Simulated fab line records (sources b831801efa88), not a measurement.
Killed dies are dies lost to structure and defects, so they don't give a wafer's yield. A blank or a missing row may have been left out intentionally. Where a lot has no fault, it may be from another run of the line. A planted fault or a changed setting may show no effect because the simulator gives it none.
Which tool was responsible? || flow sky130 || 6 lots, 18 wafers sampled, at 3 steps of a route of 708

== WHAT THE GAUGES READ, wafer by wafer ==
SKY_NWELL_TW_MEAS_26.
{"lot": "L918", "measured": "day 5 23:22", "on": "film-metro-01", "NWELL_2_TW": "495 496 496"}
{"lot": "L921", "measured": "day 6 16:43", "on": "film-metro-04", "NWELL_2_TW": "499 498 500"}
{"lot": "L924", "measured": "day 7 10:07", "on": "film-metro-04", "NWELL_2_TW": "498 496 498"}
{"lot": "L930", "measured": "day 8 22:01", "on": "film-metro-04", "NWELL_2_TW": "493 493 495"}
{"lot": "L934", "measured": "day 9 19:27", "on": "film-metro-03", "NWELL_2_TW": "488 488 490"}
{"lot": "L939", "measured": "day 11 00:46", "on": "film-metro-03", "NWELL_2_TW": "497 493 495"}

== EACH LOT AND THE TOOL THAT RAN IT (in order: tool; ch and the chambers of the sampled wafers; start) ==
{"lot": "L918", "SKY_FIELD_ISO_ETCH_14": "rie-diel-03 ch 0,2,3, day 2 15:24", "SKY_FIELD_ISO_ETCH_17": "rie-si-01 ch 0,1,2, day 2 15:36"}
{"lot": "L921", "SKY_FIELD_ISO_ETCH_14": "rie-diel-02 ch 0,1,2, day 3 09:09", "SKY_FIELD_ISO_ETCH_17": "rie-si-01 ch 0,2,3, day 3 09:21"}
{"lot": "L924", "SKY_FIELD_ISO_ETCH_14": "rie-diel-04 ch 0,2,3, day 4 01:13", "SKY_FIELD_ISO_ETCH_17": "rie-si-01 ch 1,2, day 4 01:25"}
{"lot": "L930", "SKY_FIELD_ISO_ETCH_14": "rie-diel-04 ch 0,1,3, day 5 07:29", "SKY_FIELD_ISO_ETCH_17": "rie-si-02 ch 1,2,3, day 5 07:41"}
{"lot": "L934", "SKY_FIELD_ISO_ETCH_14": "rie-diel-03 ch 0,2,3, day 6 02:22", "SKY_FIELD_ISO_ETCH_17": "rie-si-02 ch 0,1,2, day 6 02:34"}
{"lot": "L939", "SKY_FIELD_ISO_ETCH_14": "rie-diel-03 ch 0,2,3, day 7 04:01", "SKY_FIELD_ISO_ETCH_17": "rie-si-01 ch 0,1,3, day 7 04:13"}
- SKY_FIELD_ISO_ETCH_14: etches BARC in N2/H2, stops on SiO2, time 45.9 s, target depth 60 nm.
- SKY_FIELD_ISO_ETCH_17: etches Si in HBr/Cl2/O2, target depth 342 nm, time 97.7 s.

== THE ANSWER, worked out from the rows above alone ==
Rule: what is usual is taken from the lots themselves. The widest of any qualifying gaps counts: lots, ordered by their means at a reading, are off when they make up no more than a third of the lots, leave a main group of 4 or more, and stand apart from it by 3 or more times the standard deviation of that group's means. A main group whose means are all the same, to the digits that the tables above print for the reading, isn't used. A lot without any number at a reading at which 4 lots or more have one is off too. All remaining lots with rows at the step are treated as sound.
Nothing can be told from this: no lot is off at any reading shown.

== WHAT WAS PUT IN BY THE SIMULATOR ==
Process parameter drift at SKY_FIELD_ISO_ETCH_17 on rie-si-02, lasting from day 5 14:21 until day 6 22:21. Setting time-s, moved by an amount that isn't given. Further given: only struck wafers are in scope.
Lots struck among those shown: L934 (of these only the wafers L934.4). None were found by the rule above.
